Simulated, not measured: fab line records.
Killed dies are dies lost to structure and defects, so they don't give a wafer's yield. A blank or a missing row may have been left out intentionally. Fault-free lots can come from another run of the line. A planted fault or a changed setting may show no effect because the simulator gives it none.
fab line records    flow sky130    part 2 of 2: steps 30 to 42 of 42
[record] lots = 5  wafers = 15  lastDay = 50
route steps=708 shown POLY_CUT@312 SD_P@320 RES_XHIGH@332 SD_N@342
lots that met no fault: from a run of the same line without faults
startH: the number of hours between the record's first day and the start of the first shown wafer of the lot    waitH: hours since the lot's step before    " identical to the entry in the row above    L1.1+2: several wafers, shown together as one row    - either no value or no given start    * or withheld: withheld    < > ~ a bound
route shown NAME@n: names a module that has steps shown in the file, with the first one's number in the route    usual: average and standard deviation across the fault-free wafers    same: alike in all rows    chamber/n: place in a boat    sites: readings site by site    _std_site: the standard deviation of these    _edge_site: the outer-site mean with the inner-site mean subtracted    radiusMm: how far each site lies from the wafer's centre    mask NAME#n: copy n    behind: the last tool/chamber to shape the wafer    hold: the reason the lot was held/the length of the hold in hours/how it ended    device: the transistor (n, p or np) that didn't switch    end of line: at the end of the route, the tests of the same wafers    for a step that has no rows: nothing shown but its recipe    killed: not the wafer's yield, but the dies lost to structure and defects at the first sort    map: shows each die of a wafer: x if killed, . if not, _ if none is there
set.NAME: setting as actually run; set.NAME@STEP: the setting as run at that earlier step    model.NAME: the simulator's own value behind a step, which no gauge read
lots at some steps of the route; a table a step, a row a wafer
services: a tool's chamber out of use, with start hour (startH, from the record's first day; less than 0 if before it), hours out, and reason
[[steps]]
[step SKY_RES_XHIGH_TW_MEAS_09]
[usual] RES_XHIGH_TW = 1617/9.8
lot.wafer  tool          chamber  startH  waitH  RES_XHIGH_TW
L080.1     filmMetro-03  -        673.27  0.1    1616
L080.2     "             -        "       "      1629
L080.6     "             -        "       "      1630
L086.1     filmMetro-03  -        724.42  0.1    1623
L086.3     "             -        "       "      1612
L086.5     "             -        "       "      1615
L089.2     filmMetro-01  -        736.43  0.1    1630
L089.5     "             -        "       "      1625
L089.6     "             -        "       "      1625
L090.2     filmMetro-03  -        744.78  0.1    1608
L090.3     "             -        "       "      1610
L090.5     "             -        "       "      1612
L096.2     filmMetro-01  -        789.44  0.1    1610
L096.3     "             -        "       "      1611
L096.4     "             -        "       "      1603
[step SKY_SD_N_DEHYDRATE_00]
[recipe] tempC = 200  timeS = 60
lot.wafer   tool           chamber  startH  waitH
L080.1+2+6  lithoTrack-04  0        686.53  13.3
L086.1+3+5  lithoTrack-01  0        737.67  13.2
L089.2+5+6  lithoTrack-02  0        749.05  12.6
L090.2+3+5  lithoTrack-02  0        758.00  13.2
L096.2+3+4  lithoTrack-04  0        802.01  12.6
[step SKY_SD_N_HMDS_01]
[recipe] primeTimeS = 60  primeTempC = 120
lot.wafer   tool           chamber  startH  waitH
L080.1+2+6  lithoTrack-04  0        686.68  0.1
L086.1+3+5  lithoTrack-01  0        737.82  0.1
L089.2+5+6  lithoTrack-02  0        749.20  0.1
L090.2+3+5  lithoTrack-02  0        758.15  0.1
L096.2+3+4  lithoTrack-04  0        802.16  0.1
[step SKY_SD_N_COAT_02]
[recipe] resist = NOVOLAK  spinRpm = 3000  resistThkNm = 1140
[usual] spinSpeedRpm = 3000.2/1.9
lot.wafer  tool           chamber  startH  waitH  spinSpeedRpm
L080.1     lithoTrack-04  0        686.83  0.1    2999.4
L080.2     "              0        "       "      3001.2
L080.6     "              0        "       "      2999.0
L086.1     lithoTrack-01  0        737.97  0.1    3002.9
L086.3     "              0        "       "      2997.6
L086.5     "              0        "       "      2995.2
L089.2     lithoTrack-02  0        749.35  0.1    2998.6
L089.5     "              0        "       "      2999.1
L089.6     "              0        "       "      2997.1
L090.2     lithoTrack-02  0        758.30  0.1    2999.3
L090.3     "              0        "       "      2998.3
L090.5     "              0        "       "      3001.1
L096.2     lithoTrack-04  0        802.31  0.1    2999.0
L096.3     "              0        "       "      3000.7
L096.4     "              0        "       "      3001.1
[step SKY_SD_N_SOFTBAKE_03]
[recipe] tempC = 90  timeS = 60  resist = NOVOLAK
lot.wafer   tool           chamber  startH  waitH
L080.1+2+6  lithoTrack-04  0        686.98  0.1
L086.1+3+5  lithoTrack-01  0        738.12  0.1
L089.2+5+6  lithoTrack-02  0        749.50  0.1
L090.2+3+5  lithoTrack-02  0        758.45  0.1
L096.2+3+4  lithoTrack-04  0        802.46  0.1
[step SKY_SD_N_EXPOSE_04]
[recipe] maskId = NSDM  na = 0.6  sourceShape = conventional  sigmaOuter = 0.6  polarization = unpolarized  targetCdNm = 380  doseMj = 141
[usual] stageVelMmS = 500.01/0.27
[same] na = 0.6  sigmaOuter = 0.6
lot.wafer  tool             chamber  startH  waitH  mask    stageVelMmS
L080.1     ilineStepper-01  0        -       -      NSDM#0  499.86
L080.2     "                0        "       "      NSDM#0  499.65
L080.6     "                0        "       "      NSDM#0  499.68
L086.1     ilineStepper-01  0        -       -      NSDM#0  500.36
L086.3     "                0        "       "      NSDM#0  500.42
L086.5     "                0        "       "      NSDM#0  500.09
L089.2     ilineStepper-01  0        -       -      NSDM#0  500.06
L089.5     "                0        "       "      NSDM#0  499.87
L089.6     "                0        "       "      NSDM#0  499.95
L090.2     ilineStepper-02  0        -       -      NSDM#0  500.34
L090.3     "                0        "       "      NSDM#0  500.14
L090.5     "                0        "       "      NSDM#0  500.04
L096.2     ilineStepper-01  0        -       -      NSDM#0  499.93
L096.3     "                0        "       "      NSDM#0  500.25
L096.4     "                0        "       "      NSDM#0  500.18
[step SKY_SD_N_PEB_05]
[recipe] tempC = withheld  timeS = *  resist = NOVOLAK
lot.wafer   tool           chamber  startH  waitH
L080.1+2+6  lithoTrack-01  0        -       -
L086.1+3+5  lithoTrack-04  0        -       -
L089.2+5+6  lithoTrack-02  0        -       -
L090.2+3+5  lithoTrack-02  0        -       -
L096.2+3+4  lithoTrack-01  0        -       -
[step SKY_SD_N_DEVELOP_06]
[recipe] resist = NOVOLAK  developer = TMAH  developTimeS = 60  devTempC = 23
lot.wafer   tool           chamber  startH  waitH
L080.1+2+6  lithoTrack-01  0        700.67  0.1
L086.1+3+5  lithoTrack-04  0        751.03  0.1
L089.2+5+6  lithoTrack-02  0        762.60  0.1
L090.2+3+5  lithoTrack-02  0        771.50  0.1
L096.2+3+4  lithoTrack-01  0        815.70  0.1
[step SKY_SD_N_CD_MEAS_07]
[recipe] targetCdNm = 380
[usual] cdNm = 379.3/2.1
lot.wafer  tool      chamber  startH  waitH  cdNm
L080.1     cdSem-02  -        700.82  0.1    379.9
L080.2     "         -        "       "      379.8
L080.6     "         -        "       "      378.4
L086.1     cdSem-01  -        751.18  0.1    374.9
L086.3     "         -        "       "      376.0
L086.5     "         -        "       "      374.6
L089.2     cdSem-02  -        762.75  0.1    378.9
L089.5     "         -        "       "      379.9
L089.6     "         -        "       "      381.5
L090.2     cdSem-02  -        771.65  0.1    379.3
L090.3     "         -        "       "      379.8
L090.5     "         -        "       "      378.0
L096.2     cdSem-01  -        815.84  0.1    376.9
L096.3     "         -        "       "      377.7
L096.4     "         -        "       "      379.6
[step SKY_SD_N_OVL_MEAS_08]
[usual] SD_N_OVL = -0.4/1.5
lot.wafer  tool        chamber  startH  waitH  SD_N_OVL[nm]
L080.1     overlay-02  -        700.94  0.1    -0.6
L080.2     "           -        "       "      1.9
L080.6     "           -        "       "      0.6
L086.1     overlay-02  -        751.30  0.1    -2.3
L086.3     "           -        "       "      -0.4
L086.5     "           -        "       "      -2.6
L089.2     overlay-02  -        762.86  0.1    -2.5
L089.5     "           -        "       "      -0.6
L089.6     "           -        "       "      -1.3
L090.2     overlay-02  -        771.76  0.1    1.8
L090.3     "           -        "       "      -0.3
L090.5     "           -        "       "      0.0
L096.2     overlay-01  -        815.95  0.1    -1.2
L096.3     "           -        "       "      -1.3
L096.4     "           -        "       "      1.7
[step SKY_SD_N_IMPLANT_09]
[recipe] species = As  energyKev = 50  doseCm2 = 4e+15  tiltDeg = 0
lot.wafer   tool          chamber  startH  waitH
L080.1+2+6  implanter-03  0        700.98  0.0
L086.1+3+5  implanter-01  0        751.34  0.0
L089.2+5+6  implanter-01  0        762.91  0.0
L090.2+3+5  implanter-01  0        771.81  0.0
L096.2+3+4  implanter-03  0        816.00  0.0
[step SKY_SD_N_IMPLANT_10]
[recipe] species = P  energyKev = 20  doseCm2 = 1e+14  tiltDeg = 0
lot.wafer   tool          chamber  startH  waitH
L080.1+2+6  implanter-03  0        701.13  0.1
L086.1+3+5  implanter-01  0        751.49  0.1
L089.2+5+6  implanter-01  0        763.06  0.1
L090.2+3+5  implanter-01  0        771.96  0.1
L096.2+3+4  implanter-03  0        816.15  0.1
[step SKY_SD_N_STRIP_11]
[recipe] chemistry = O2/N2  powerW = 1400  pressureMtorr = 1500  platenTempC = withheld  o2FlowSccm = 3000  n2FlowSccm = 300  overashFraction = 0.5
[usual] drypumpMotorCurrentA = 5.8/0.58  oesProductAu = 0.528/0.0043  stripTimeToEndpointS = 22.53/0.042
lot.wafer  tool            chamber  startH  waitH  drypumpMotorCurrentA  oesProductAu  rfHoursCounterH  stripTimeToEndpointS
L080.1     plasmaAsher-02  1        701.28  0.1    5.9                   0.521         55               22.58
L080.2     "               0        "       "      6.3                   0.530         55               22.55
L080.6     "               1        "       "      5.9                   0.525         -                22.61
L086.1     plasmaAsher-04  1        751.64  0.1    5.3                   0.536         96               22.55
L086.3     "               0        "       "      6.8                   0.531         -                22.52
L086.5     "               0        "       "      6.8                   0.523         -                22.52
L089.2     plasmaAsher-01  1        763.19  0.1    5.5                   0.529         30               22.49
L089.5     "               1        "       "      5.5                   0.525         -                22.46
L089.6     "               0        "       "      5.2                   0.524         -                22.52
L090.2     plasmaAsher-01  1        772.09  0.1    5.5                   0.527         31               22.53
L090.3     "               0        "       "      5.2                   0.536         -                22.50
L090.5     "               0        "       "      5.2                   0.529         -                22.57
L096.2     plasmaAsher-02  0        816.28  0.1    6.3                   0.526         66               22.46
L096.3     "               1        "       "      5.9                   0.531         -                22.47
L096.4     "               0        "       "      6.3                   0.527         -                22.44
[[services]]
tool             chamber  startH  hours  kind
implanter-01     -        590.90  3.7    repair
ilineStepper-01  -        593.42  1.7    pm
rieDiel-04       0        594.96  10.8   repair
ilineStepper-02  -        602.25  8.4    repair
plasmaAsher-04   -        603.06  2.8    pm
implanter-02     -        603.86  3.7    repair
rieDiel-04       1        608.30  17.4   repair
rieDiel-03       -        616.60  0.4    repair
implanter-02     -        621.00  12.5   pm
plasmaAsher-03   -        627.84  2.8    pm
implanter-03     -        635.12  1.1    repair
implanter-02     -        636.15  1.9    repair
implanter-03     -        638.51  3.8    pm
ilineStepper-02  -        639.56  1.7    pm
ilineStepper-02  -        644.31  8.6    repair
implanter-01     -        646.65  4.6    repair
implanter-03     -        646.82  6.4    repair
plasmaAsher-02   -        685.27  15.6   pm
plasmaAsher-02   -        757.09  3.2    repair
ilineStepper-01  -        769.60  7.0    repair
ilineStepper-01  -        777.93  9.1    repair
implanter-01     -        780.62  7.6    repair
ilineStepper-01  -        811.60  1.7    pm
implanter-01     -        814.82  2.8    repair
